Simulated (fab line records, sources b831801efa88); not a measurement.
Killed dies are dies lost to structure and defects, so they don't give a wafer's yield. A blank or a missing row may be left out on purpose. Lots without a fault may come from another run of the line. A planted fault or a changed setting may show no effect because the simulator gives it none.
fab line records | flow sky130
record lots=6 wafers=18 last_day=50
route steps=708 shown LDD_HVP@286 LDD_LDN@289 PAD_OPEN@708
lots that met no fault: from a run of the same line without faults
start_h: hours from the record's first day to the start of the lot's first wafer shown | wait_h: hours since the lot's step before | " the same as in the row above | L1.1+2: a row that stands for several wafers | - no value, or no start given | * or withheld: withheld | < > ~ a bound
route shown NAME@n: a module of which the file shows steps, and the number in the route of the first | usual: mean/standard deviation of fault-free wafers | same: alike in all rows | chamber/n: place in a boat | sites: the reading at each site | _std_site: their standard deviation | _edge_site: outer sites' mean less inner sites' | radius_mm: how far each site lies from the wafer's centre | mask NAME#n: copy n | behind: the tool/chamber that last shaped the wafer | hold: why the lot was held/for how many hours/how that ended | device: the transistor (n, p or np) that didn't switch | end of line: the same wafers' tests at the end of the route | a step without rows: its recipe alone | killed: dies lost to structure and defects at the first sort, not the wafer's yield | map: a wafer's dies, x killed, . not, _ none there
set.NAME: the setting as run; set.NAME@STEP: as run at that earlier step | model.NAME: the simulator's own value behind a step, which no gauge read
lots at some steps of the route; a table a step, a row a wafer
services: from which hour (start_h, from the record's first day; less than 0 if before it) a tool's chamber was out of use, for how many hours, and why
## steps
# step SKY_LDD_HVP_IMPLANT_08
# recipe species=B energy_kev=20 dose_cm2=1.725e+13 tilt_deg=17.9
# step SKY_LDD_HVP_STRIP_09
# recipe chemistry=O2/N2 power_w=1400 pressure_mtorr=1500 platen_temp_c=withheld o2_flow_sccm=3000 n2_flow_sccm=300 overash_fraction=0.5
# usual drypump_motor_current_A=6.0/0.5 oes_product_au=0.406/0.0041 strip_time_to_endpoint_s=4.086/0.014
# same overash_fraction=0.5
# columns lot.wafer tool chamber start_h wait_h drypump_motor_current_A oes_product_au rf_hours_counter_h strip_time_to_endpoint_s
L488.1 plasma_asher-03 1 508.52 0.1 6.3 0.410 69 4.092
L488.5 " 0 " " 5.2 0.409 - 4.072
L488.6 " 1 " " 6.3 0.410 - 4.065
L495.1 plasma_asher-04 1 578.12 0.1 6.7 0.407 90 4.075
L495.3 " 1 " " 6.7 0.409 - 4.098
L495.4 " 0 " " 6.3 0.405 - 4.066
L496.1 plasma_asher-03 0 579.72 0.1 5.2 0.408 76 4.101
L496.2 " 1 " " 6.3 0.405 76 4.081
L496.5 " 0 " " 5.2 0.401 - 4.108
L499.1 plasma_asher-02 0 597.22 0.1 5.6 0.402 16 4.088
L499.2 " 1 " " 5.9 0.407 16 4.064
L499.3 " 0 " " 5.6 0.406 - 4.084
L501.3 plasma_asher-03 1 621.74 0.1 6.4 0.402 - 4.074
L501.4 " 0 " " 5.2 0.406 - 4.089
L501.5 " 0 " " 5.2 0.407 - 4.074
L508.1 plasma_asher-03 1 670.16 0.1 6.3 0.408 84 4.083
L508.2 " 0 " " 5.2 0.407 84 4.093
L508.5 " 0 " " 5.2 0.405 - 4.075
# step SKY_LDD_HVP_TW_MEAS_10
# usual LDD_HVP_TW=461.6/2.9
# columns lot.wafer tool chamber start_h wait_h LDD_HVP_TW
L488.1 film_metro-01 - 508.62 0.1 457.5
L488.5 " - " " 459.0
L488.6 " - " " 462.3
L495.1 film_metro-03 - 578.22 0.1 456.6
L495.3 " - " " 455.9
L495.4 " - " " 456.0
L496.1 film_metro-04 - 579.82 0.1 461.5
L496.2 " - " " 464.8
L496.5 " - " " 463.3
L499.1 film_metro-01 - 597.32 0.1 460.0
L499.2 " - " " 462.8
L499.3 " - " " 459.1
L501.3 film_metro-04 - 621.83 0.1 464.4
L501.4 " - " " 463.2
L501.5 " - " " 463.3
L508.1 film_metro-04 - 670.26 0.1 466.5
L508.2 " - " " 464.2
L508.5 " - " " 467.5
# step SKY_LDD_LDN_DEHYDRATE_00
# recipe temp_c=200 time_s=60
# step SKY_LDD_LDN_HMDS_01
# recipe prime_time_s=60 prime_temp_c=120
# step SKY_LDD_LDN_COAT_02
# recipe resist=NOVOLAK spin_rpm=3000 resist_thk_nm=1140
# step SKY_LDD_LDN_SOFTBAKE_03
# recipe temp_c=90 time_s=60 resist=NOVOLAK
# step SKY_LDD_LDN_EXPOSE_04
# recipe mask_id=LDNTM na=0.6 source_shape=conventional sigma_outer=0.6 polarization=unpolarized target_cd_nm=700 dose_mj=140
# step SKY_LDD_LDN_PEB_05
# recipe temp_c=withheld time_s=* resist=NOVOLAK
# step SKY_LDD_LDN_DEVELOP_06
# recipe resist=NOVOLAK developer=TMAH develop_time_s=60 dev_temp_c=23
# step SKY_LDD_LDN_OVL_MEAS_07
# usual LDD_LDN_OVL=0.1/1.5
# columns lot.wafer tool chamber start_h wait_h LDD_LDN_OVL[nm]
L488.1 overlay-01 - 539.34 0.1 -1.3
L488.5 " - " " -4.1
L488.6 " - " " -2.2
L495.1 overlay-01 - 607.54 0.1 0.5
L495.3 " - " " -0.2
L495.4 " - " " -0.1
L496.1 overlay-01 - 608.58 0.1 -2.0
L496.2 " - " " -2.1
L496.5 " - " " -0.8
L499.1 overlay-01 - 626.44 0.1 -1.1
L499.2 " - " " -0.3
L499.3 " - " " 1.2
L501.3 overlay-01 - 650.55 0.1 -0.3
L501.4 " - " " -0.4
L501.5 " - " " 2.4
L508.1 overlay-01 - 698.13 0.1 0.1
L508.2 " - " " -3.5
L508.5 " - " " -0.1
# step SKY_LDD_LDN_IMPLANT_08
# recipe species=As energy_kev=15 dose_cm2=1.25e+13 tilt_deg=withheld rotation_deg=23
# step SKY_LDD_LDN_IMPLANT_09
# recipe species=As energy_kev=15 dose_cm2=1.25e+13 tilt_deg=withheld rotation_deg=113
# usual beam_energy_keV=15.000/0.0044
# columns lot.wafer tool chamber start_h wait_h beam_energy_keV model.implant.rp_nm model.implant.drp_nm
L488.1 implanter-03 0 539.52 0.1 15.003 12.86 5.933
L488.5 " 0 " " 15.006 12.86 5.933
L488.6 " 0 " " 15.001 12.86 5.933
L495.1 implanter-04 0 607.72 0.1 14.995 12.95 5.933
L495.3 " 0 " " 14.994 12.95 5.933
L495.4 " 0 " " 14.995 12.95 5.933
L496.1 implanter-04 0 608.77 0.1 17.398 13.88 6.554
L496.2 " 0 " " 17.394 13.88 6.554
L496.5 " 0 " " 17.396 13.88 6.554
L499.1 implanter-04 0 626.62 0.1 17.395 14.09 6.554
L499.2 " 0 " " 17.399 14.09 6.554
L499.3 " 0 " " 17.395 14.09 6.554
L501.3 implanter-03 0 650.77 0.1 15.004 12.78 5.933
L501.4 " 0 " " 15.007 12.78 5.933
L501.5 " 0 " " 15.008 12.78 5.933
L508.1 implanter-02 0 698.32 0.1 15.009 12.92 5.933
L508.2 " 0 " " 14.999 12.92 5.933
L508.5 " 0 " " 15.007 12.92 5.933
# step SKY_LDD_LDN_IMPLANT_10
# recipe species=As energy_kev=15 dose_cm2=1.25e+13 tilt_deg=withheld rotation_deg=203
# step SKY_PAD_OPEN_PROBE_99
# usual killed_at_M0_to_M3=43/7.7 killed_at_M4_up=2.9/1.7 killed_at_contacts=24/5.5 killed_at_front_end=15/4 killed_at_other=0.4/0.66 killed_dies=86/9.4 killed_on_rim=17/3.5 killed_open=47/6.7 killed_short=38/6.2
# same gross_dies=492 killed_at_back_side=0
# columns lot.wafer tool chamber start_h wait_h killed_at_M0_to_M3 killed_at_M4_up killed_at_contacts killed_at_front_end killed_at_other killed_dies killed_on_rim killed_open killed_short model.etest.tip_sonos.rs_ohm_sq
L488.1 prober-01 - 1081.70 0.1 29 5 21 20 1 76 11 39 37 2758
L488.5 prober-01 - 1081.90 0.2 50 3 38 20 0 111 18 62 49 2783
L488.6 prober-01 - 1081.95 0.2 36 3 30 17 0 86 17 49 36 2707
L495.1 prober-02 - 1131.25 0.1 35 5 27 12 0 79 17 42 37 2681
L495.3 prober-02 - 1131.35 0.2 45 4 25 20 0 94 14 51 42 2690
L495.4 prober-02 - 1131.40 0.2 45 2 26 11 0 84 15 52 32 2673
L496.1 prober-01 - 1133.22 0.1 40 2 28 16 1 87 14 45 42 2544
L496.2 prober-01 - 1133.27 0.1 45 5 17 22 1 90 16 50 40 2487
L496.5 prober-01 - 1133.42 0.2 52 6 22 10 0 90 19 50 40 2489
L499.1 prober-02 - 1144.81 0.1 53 6 26 16 0 101 17 53 47 2538
L499.2 prober-02 - 1144.86 0.1 40 0 18 19 1 78 17 39 39 2566
L499.3 prober-02 - 1144.91 0.2 48 5 16 12 0 81 17 41 40 2536
L501.3 prober-02 - 1158.07 0.2 45 2 27 18 1 93 18 49 44 2705
L501.4 prober-02 - 1158.12 0.2 26 2 18 15 0 61 11 40 21 2669
L501.5 prober-02 - 1158.17 0.2 48 3 23 15 0 89 18 53 36 2715
L508.1 prober-01 - 1188.46 0.1 37 3 17 11 0 68 10 26 42 2565
L508.2 prober-01 - 1188.51 0.1 47 3 21 11 0 82 16 41 41 2619
L508.5 prober-01 - 1188.66 0.2 29 1 18 17 0 65 10 37 28 2617
# killed by level:class
L488.1 VIA1:geometric_particle:open=10 FIELD_ISO:geometric_particle:short=7 CONTACT:geometric_particle:open=7 VIA3:geometric_particle:open=7 FIELD_ISO:geometric_particle:open=4 LOCAL_INTERCONNECT:geometric_particle:short=4 CONTACT:geometric_particle:short=4 POLY_GATE:geometric_particle:short=3
L488.5 VIA1:geometric_particle:open=16 CONTACT:geometric_particle:open=13 LOCAL_INTERCONNECT:geometric_particle:short=10 METAL1:geometric_particle:short=8 VIA2:geometric_particle:open=7 FIELD_ISO:geometric_particle:short=6 LI_CONTACT:geometric_particle:open=6 POLY_GATE:geometric_particle:short=5
L488.6 CONTACT:geometric_particle:open=11 LI_CONTACT:geometric_particle:open=7 VIA1:geometric_particle:open=7 METAL1:geometric_particle:short=7 FIELD_ISO:geometric_particle:open=6 VIA3:geometric_particle:open=5 LOCAL_INTERCONNECT:geometric_particle:short=4 CONTACT:geometric_particle:short=4
L495.1 CONTACT:geometric_particle:open=12 LI_CONTACT:geometric_particle:open=5 VIA2:geometric_particle:open=5 VIA3:geometric_particle:open=5 POLY_GATE:geometric_particle:short=4 LOCAL_INTERCONNECT:geometric_particle:short=4 METAL1:geometric_particle:short=4 VIA1:geometric_particle:open=4
L495.3 VIA1:geometric_particle:open=12 VIA2:geometric_particle:open=8 CONTACT:geometric_particle:open=6 LI_CONTACT:geometric_particle:open=5 FIELD_ISO:geometric_particle:open=5 LOCAL_INTERCONNECT:geometric_particle:short=5 LI_CONTACT:geometric_particle:short=5 VIA1:geometric_particle:short=5
L495.4 VIA1:geometric_particle:open=14 LI_CONTACT:geometric_particle:open=12 CONTACT:geometric_particle:open=8 METAL2:geometric_particle:short=6 VIA2:geometric_particle:open=5 VIA3:geometric_particle:short=5 FIELD_ISO:geometric_particle:short=4 VIA3:geometric_particle:open=4
L496.1 VIA1:geometric_particle:open=11 CONTACT:geometric_particle:open=9 CONTACT:geometric_particle:short=7 VIA1:geometric_particle:short=6 FIELD_ISO:geometric_particle:short=5 LOCAL_INTERCONNECT:geometric_particle:short=5 METAL3:geometric_particle:short=5 VIA3:geometric_particle:open=5
L496.2 VIA1:geometric_particle:open=10 VIA2:geometric_particle:open=7 POLY_GATE:geometric_particle:open=6 CONTACT:geometric_particle:open=6 METAL1:geometric_particle:short=6 FIELD_ISO:geometric_particle:short=5 LI_CONTACT:geometric_particle:open=5 METAL2:geometric_particle:short=5
L496.5 VIA1:geometric_particle:open=16 VIA2:geometric_particle:open=11 METAL2:geometric_particle:short=8 CONTACT:geometric_particle:open=7 LOCAL_INTERCONNECT:geometric_particle:short=5 METAL4:geometric_particle:short=5 VIA1:geometric_particle:short=5 FIELD_ISO:geometric_particle:short=4
L499.1 CONTACT:geometric_particle:open=14 VIA1:geometric_particle:open=11 VIA1:geometric_particle:short=8 LI_CONTACT:geometric_particle:open=7 VIA3:geometric_particle:open=7 METAL1:geometric_particle:short=6 VIA2:geometric_particle:open=6 FIELD_ISO:geometric_particle:short=5
L499.2 VIA1:geometric_particle:open=8 POLY_GATE:geometric_particle:open=6 LOCAL_INTERCONNECT:geometric_particle:short=6 METAL2:geometric_particle:short=6 LI_CONTACT:geometric_particle:open=5 VIA2:geometric_particle:short=5 VIA2:geometric_particle:open=5 FIELD_ISO:geometric_particle:short=4
L499.3 VIA1:geometric_particle:open=12 VIA2:geometric_particle:open=7 METAL1:geometric_particle:short=6 METAL2:geometric_particle:short=6 CONTACT:geometric_particle:short=5 CONTACT:geometric_particle:open=5 VIA3:geometric_particle:short=5 VIA1:geometric_particle:short=5
L501.3 CONTACT:geometric_particle:open=10 VIA2:geometric_particle:open=8 VIA3:geometric_particle:open=7 VIA1:geometric_particle:open=7 METAL2:geometric_particle:short=7 POLY_GATE:geometric_particle:short=6 LI_CONTACT:geometric_particle:open=6 LOCAL_INTERCONNECT:geometric_particle:short=6
L501.4 CONTACT:geometric_particle:open=10 VIA3:geometric_particle:open=6 FIELD_ISO:geometric_particle:open=5 VIA2:geometric_particle:open=5 POLY_GATE:geometric_particle:short=5 VIA1:geometric_particle:open=5 LI_CONTACT:geometric_particle:open=4 VIA2:geometric_particle:short=3
L501.5 VIA3:geometric_particle:open=11 CONTACT:geometric_particle:open=9 METAL1:geometric_particle:short=8 LI_CONTACT:geometric_particle:open=8 VIA2:geometric_particle:open=8 VIA1:geometric_particle:open=7 VIA1:geometric_particle:short=4 SPACER:geometric_particle:short=4
L508.1 METAL2:geometric_particle:short=7 VIA2:geometric_particle:open=6 VIA1:geometric_particle:short=5 CONTACT:geometric_particle:open=5 POLY_GATE:geometric_particle:short=4 LI_CONTACT:geometric_particle:open=4 CONTACT:geometric_particle:short=4 VIA2:geometric_particle:short=4
L508.2 VIA3:geometric_particle:open=10 VIA1:geometric_particle:open=9 CONTACT:geometric_particle:open=7 LI_CONTACT:geometric_particle:open=5 LOCAL_INTERCONNECT:geometric_particle:short=5 METAL1:geometric_particle:short=5 VIA3:geometric_particle:short=5 FIELD_ISO:geometric_particle:open=4
L508.5 CONTACT:geometric_particle:open=7 LOCAL_INTERCONNECT:geometric_particle:short=6 VIA1:geometric_particle:open=6 VIA3:geometric_particle:open=6 FIELD_ISO:geometric_particle:open=5 METAL2:geometric_particle:short=5 VIA2:geometric_particle:open=4 FIELD_ISO:geometric_particle:short=3
## services
# columns tool chamber start_h hours kind
plasma_asher-03 - 492.63 7.9 repair
plasma_asher-02 - 512.16 2.7 pm
implanter-03 - 518.11 3.1 repair
plasma_asher-02 - 575.01 9.5 repair
implanter-03 - 601.23 0.6 repair
implanter-03 - 603.69 23.2 pm
plasma_asher-04 - 604.98 2.0 repair
plasma_asher-03 - 624.33 12.8 repair
implanter-04 - 627.07 92.0 pm
implanter-03 - 668.46 1.4 pm
implanter-03 - 679.77 2.8 pm
implanter-02 - 685.81 1.9 repair
## key
first_sign step=SKY_LDD_LDN_IMPLANT_09 reading=beam_energy_keV direction=up sigmas=99+ usual=* struck=*
effect none on later readings
model_effect step=SKY_LDD_LDN_IMPLANT_09 value=implant.rp_nm without=12.59 struck=13.98
model_effect step=SKY_PAD_OPEN_PROBE_99 value=etest.tip_sonos.rs_ohm_sq without=2631 struck=2527
met_at SKY_LDD_LDN_IMPLANT_09
struck_wafers L496.1,L496.2,L496.5,L499.1,L499.2,L499.3
tester_left_out L496,L499
onset_between 607.72 608.77
fault kind=process_parameter_drift tool=implanter-04 chamber=- onset_h=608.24 steps=SKY_LDD_LDN_IMPLANT_09 channel=energy_kev offset=* shape=step end_h=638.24 acts_in=* stated=*
# tester_left_out: of these lots the tester's yield and bins aren't shown, on N5 and GAA mostly nor the transistor test; their killed dies are dies lost to structure and defects alone, not to doping, threshold or leakage, so they don't give the yield
